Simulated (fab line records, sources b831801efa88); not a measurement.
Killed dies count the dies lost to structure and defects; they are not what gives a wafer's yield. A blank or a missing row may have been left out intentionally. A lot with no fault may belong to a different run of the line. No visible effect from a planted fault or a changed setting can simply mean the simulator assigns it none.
A lot that was struck, set against a sound lot ; flow sky130 ; 15 steps out of a route of 708
Sound: the wafers L930.1, L930.4, L930.6. Struck: wafer L947.3. (L947.1, L947.2 of the same lot were not struck and are left out.) The cause comes at the end.
Per side, at each step with rows, come the tool, then ch with its chambers, and then its first start. Under that, the readings that differ: sound wafers ; struck wafers ; difference of the means ; sigmas: that difference in standard deviations of wafers without a fault.
alike: words and numbers the same on both sides, and readings whose means are apart by under 2 such deviations; not compared: readings that were withheld, readings missing a value for some wafer, numbers with overlapping values and no deviation given by the record, and bounds like >300 which may hide the same value.
The two part at a step that has a row with sigmas, a row that says differs or no value, or rows on one side only. Numbers that have no deviation but don't overlap get no sigmas and don't part them. Lack of a reading on every wafer of one side parts them only where that side has two or more wafers.

SKY_VIA1_CMP_02: polishes SiO2.
  sound on cmp-01 ch 0,3, day 32 23:41; struck on cmp-02 ch 1, day 38 07:14
  alike: edge_zone_pressure_frac, motor_current_A, platen_rpm
SKY_VIA1_BOW_MEAS_03:
  struck on film_metro-04, day 38 07:29; sound on film_metro-04, day 32 23:59
  alike: VIA1_BOW
then, 8 steps without rows for these wafers: SKY_VIA1_DEHYDRATE_04 (time 60 s); SKY_VIA1_HMDS_05 (prime time 60 s); SKY_VIA1_COAT_06 (resist thk 60 nm); SKY_VIA1_COAT_07 (resist thk 450 nm); SKY_VIA1_SOFTBAKE_08 (time 90 s); SKY_VIA1_EXPOSE_09 (exposes mask VIM, target cd 150 nm); SKY_VIA1_PEB_10; SKY_VIA1_DEVELOP_11 (develop time 60 s).
SKY_VIA1_CD_MEAS_12: the cd target is 150 nm.
  struck on cd_sem-02, day 39 08:41; sound on cd_sem-02, day 34 02:34
  alike: cd_nm
SKY_VIA1_OVL_MEAS_13:
  struck on overlay-02, day 39 08:48; sound on overlay-02, day 34 02:41
  alike: VIA1_OVL
SKY_VIA1_ETCH_14: etches BARC in N2/H2, stops on SiO2, time 45.9 s, target depth 60 nm.
  sound on rie_diel-01 ch 0,2, day 34 02:43; struck on rie_diel-02 ch 0, day 39 08:50
reading;sound;struck;difference;sigmas
drypump_motor_current_A (A);6.0 6.2 5.9;5.1;-0.9;-3
oes_product_au (a.u.);0.858 0.857 0.856;1.018;+0.161;+34
run_length_s (s);74.5 73.6 74.7;65.2;-9.1;-21
model.KrF-thick_of_VIA1_COAT_07.thk_nm (nm);390.4 389.8 391.3;398.9;+8.4;
  alike: throttle_valve_pct
  not compared: rf_hours_counter_h
SKY_VIA1_ETCH_15: etches SiO2 in C4F8/O2/Ar, stops on TiN, target depth 351 nm, time 54 s.
  sound on rie_diel-01 ch 0,2, day 34 02:46; struck on rie_diel-02 ch 0, day 39 08:53
reading;sound;struck;difference;sigmas
model.KrF-thick_of_VIA1_COAT_07.thk_nm (nm);321.2 318.1 322.7;327.1;+6.4;
  alike: oes_product_au, run_length_s
  not compared: rf_hours_counter_h
SKY_VIA1_STRIP_16: strips in O2/N2.
  sound on plasma_asher-04 ch 0,1, day 34 02:49; struck on plasma_asher-02 ch 1, day 39 08:56
reading;sound;struck;difference;sigmas
oes_product_au (a.u.);0.406 0.414 0.418;0.434;+0.021;+4
strip_time_to_endpoint_s (s);4.446 4.423 4.465;4.513;+0.068;+3
  alike: drypump_motor_current_A
  not compared: rf_hours_counter_h

== WHERE THEY PART ==
Last at SKY_VIA1_STRIP_16 as far as this record goes, first at SKY_VIA1_ETCH_14.

WHY: what the simulator had put in
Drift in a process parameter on rie_diel-02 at SKY_VIA1_ETCH_14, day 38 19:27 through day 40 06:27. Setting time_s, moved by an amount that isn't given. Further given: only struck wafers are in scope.
